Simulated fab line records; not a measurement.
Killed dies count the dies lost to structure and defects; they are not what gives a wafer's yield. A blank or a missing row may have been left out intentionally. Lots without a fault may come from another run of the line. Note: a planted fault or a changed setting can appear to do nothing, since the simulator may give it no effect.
Comparing a struck lot with a sound one / flow sky130 / 14 steps out of a route of 708
Sound: these wafers, L250.3, L250.5, L250.6. Struck: wafers L263.2, L263.3, L263.6. At the end, the cause is stated.
Order at every step that has rows: each side's tool, ch and its chambers, its first start. Under that, the readings that differ: sound wafers / struck wafers / difference of the means / sigmas: that difference in standard deviations of wafers without a fault.
alike: same words and numbers on both sides, and readings whose means sit less than 2 such deviations apart. not compared: any withheld reading, any reading some wafer has no value for, any bound like >300 that may hide the same value, and any number with overlapping values for which the record gives no deviation.
The two part at a step that has a row with sigmas, a row that says differs or no value, or rows on one side only. Non-overlapping numbers with no deviation appear without sigmas and do not part them. Lack of a reading on every wafer of one side parts them only where that side has two or more wafers.

SKY_FIELD_ISO_BOW_MEAS_00:
  sound on film metro-03, day 1 20:02; struck on film metro-02, day 4 13:01
  alike: INCOMING_BOW
then, 1 step without rows for these wafers: SKY_FIELD_ISO_OXIDATION_01 (stabilise 600 s, purge 300 s, target thk 12 nm).
SKY_FIELD_ISO_THK_MEAS_02:
  sound on film metro-04, day 1 23:08; struck on film metro-03, day 4 14:52
  alike: FIELD_ISO_OXIDATION_00_THK
then, 1 step without rows for these wafers: SKY_FIELD_ISO_CVD_03 (deposits Si3N4 from DCS/NH3, target thk 165 nm, time 2830 s).
SKY_FIELD_ISO_THK_MEAS_04:
  sound on film metro-03, day 2 03:15; struck on film metro-03, day 4 16:43
  alike: FIELD_ISO_CVD_03_THK
then, 7 steps without rows for these wafers: SKY_FIELD_ISO_DEHYDRATE_05 (time 60 s); SKY_FIELD_ISO_HMDS_06 (prime time 60 s); SKY_FIELD_ISO_COAT_07 (resist thk 60 nm); SKY_FIELD_ISO_COAT_08 (resist thk 450 nm); SKY_FIELD_ISO_SOFTBAKE_09 (time 90 s); SKY_FIELD_ISO_EXPOSE_10 (exposes mask FOM, target cd 150 nm); SKY_FIELD_ISO_PEB_11.
SKY_FIELD_ISO_DEVELOP_12: develop time 60 s.
  struck on litho track-04, day 5 08:00; sound on litho track-03 ch 0, day 2 18:00
  no value came back on the struck wafers for chill plate temp C (C), develop time s (s); on the sound wafers chill plate temp C (C) reads 22.92 23.04 23.11
reading=model.KrF-thick_of_FIELD_ISO_COAT_08.thk nm (nm); sound=437.4 437.6 435.9; struck=452.4 450.3 452.6; difference=+14.8; sigmas=
SKY_FIELD_ISO_CD_MEAS_13: target cd 150 nm.
  sound on cd sem-01, day 2 18:18; struck on cd sem-01, day 5 08:11
reading=cd nm (nm); sound=149.4 150.1 149.5; struck=- - -; difference=no value on the struck wafers; sigmas=

== WHERE THEY PART ==
Last at SKY_FIELD_ISO_CD_MEAS_13 as far as this record goes, first at SKY_FIELD_ISO_DEVELOP_12.

WHY: what the simulator had put in
Entire step skipped (litho track-04, SKY_FIELD_ISO_DEVELOP_12), from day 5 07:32 onward. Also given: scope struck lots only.
